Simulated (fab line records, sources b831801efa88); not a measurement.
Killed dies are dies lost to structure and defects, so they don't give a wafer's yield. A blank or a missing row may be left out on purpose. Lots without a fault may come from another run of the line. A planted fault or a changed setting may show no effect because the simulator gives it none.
A struck lot beside a sound one | flow gf180mcu | 18 steps out of a route of 602
Sound: wafers L647.1, L647.3, L647.6. Struck: wafers L652.1, L652.4, L652.6. The cause comes at the end.
At each step with rows: each side's tool, then ch and its chambers, then its first start. Under that, the readings that differ: sound wafers | struck wafers | difference of the means | sigmas: that difference in standard deviations of wafers without a fault.
alike: readings whose means differ by less than 2 such deviations, and words and numbers that are the same on both sides. not compared: withheld readings, readings that some wafer has no value for, bounds like >300 that may hide the same value, and numbers for which the record gives no deviation and whose values overlap.
The two part at a step that has a row with sigmas, a row that says differs or no value, or rows on one side only. Numbers that don't overlap but have no deviation are shown without sigmas and don't part them. A reading that every wafer of one side lacks parts them only if that side has two wafers or more.

GF_M4_SPUTTER_00: material Ti, target thk 37.5 nm, time 150 s.
  sound on pvd_sputter-02, day 22 20:05; struck on pvd_sputter-02, day 24 17:40
  alike: throttle_valve_pct
GF_M4_SPUTTER_01: material TiN, target thk 30 nm, time 25.59 s.
  sound on pvd_sputter-02, day 22 20:11; struck on pvd_sputter-02, day 24 17:46
  alike: throttle_valve_pct
then, 1 step without rows for these wafers: GF_M4_SPUTTER_02 (material AlCu, target thk 450 nm, time 23.9 s).
GF_M4_SPUTTER_03: material Ti, target thk 10 nm, time 6.7 s.
  sound on pvd_sputter-02, day 22 20:15; struck on pvd_sputter-02, day 24 17:49
  alike: throttle_valve_pct
GF_M4_SPUTTER_04: material TiN, target thk 50 nm, time 41.7 s.
  sound on pvd_sputter-02, day 22 20:16; struck on pvd_sputter-02, day 24 17:50
  alike: throttle_valve_pct
GF_M4_RS_MEAS_05: measures by four-point-probe.
  sound on film_metro-03, day 22 20:19; struck on film_metro-04, day 24 17:53
  alike: M4_ALCU_RS
GF_M4_THK_MEAS_06: measures by xrf.
  sound on film_metro-03, day 22 20:26; struck on film_metro-04, day 24 18:00
  alike: M4_ALCU_THK
then, 5 steps without rows for these wafers: GF_M4_DEHYDRATE_07 (time 60 s); GF_M4_HMDS_08 (prime time 60 s); GF_M4_COAT_09 (resist thk 1000 nm); GF_M4_SOFTBAKE_10 (time 60 s); GF_M4_EXPOSE_11 (exposes mask Metal4, target cd 280 nm).
GF_M4_PEB_12: peb time 90 s.
  sound on litho_track-02 ch 0, day 23 18:47; struck on litho_track-02 ch 0, day 25 14:56
  reading                  | sound                | struck               | difference | sigmas
  heater_power_total_W (W) | 85.75 85.70 85.63    | 88.41 88.46 88.48    | +2.76      | +36
  plate_temp_C (C)         | 134.95 134.72 134.93 | 138.30 138.54 138.46 | +3.57      | +22
  alike: exhaust_pa
then, 1 step without rows for these wafers: GF_M4_DEVELOP_13 (develop time 60 s).
GF_M4_CD_MEAS_14: target cd 280 nm.
  sound on cd_sem-01, day 23 19:08; struck on cd_sem-02, day 25 15:17
  reading    | sound             | struck            | difference | sigmas
  cd_nm (nm) | 281.3 280.9 280.4 | 272.7 272.8 272.9 | -8.1       | -7
GF_M4_OVL_MEAS_15:
  sound on overlay-02, day 23 19:15; struck on overlay-02, day 25 15:24
  alike: M4_OVL
GF_M4_METAL_ETCH_16: etches the open film in Cl2/BCl3, stops on SiO2, target depth 750.8 nm, time 125.1 s.
  sound on rie_metal-04 ch 0,1, day 23 19:17; struck on rie_metal-01 ch 0,1, day 25 15:26
  reading             | sound             | struck          | difference | sigmas
  model.M4.cd_nm (nm) | 280.5 279.1 279.5 | 269 278.4 272.5 | -6         |
  alike: drypump_motor_current_A, he_backside_leak_sccm, oes_product_au, throttle_valve_pct
  not compared: rf_hours_counter_h
GF_M4_STRIP_17: strips in O2/N2.
  sound on plasma_asher-01 ch 1, day 23 19:25; struck on plasma_asher-04 ch 0, day 25 15:34
  alike: drypump_motor_current_A, heater_power_w, oes_product_au, strip_time_to_endpoint_s
  not compared: rf_hours_counter_h

WHERE THEY PART
First at GF_M4_PEB_12; last, within this record, at GF_M4_CD_MEAS_14. Later steps at which nothing parts them and some readings are alike: GF_M4_OVL_MEAS_15, GF_M4_METAL_ETCH_16, GF_M4_STRIP_17.

WHY: what the simulator had put in
Process parameter drift: litho_track-02, from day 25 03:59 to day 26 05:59, at GF_M4_PEB_12. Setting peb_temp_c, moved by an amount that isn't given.
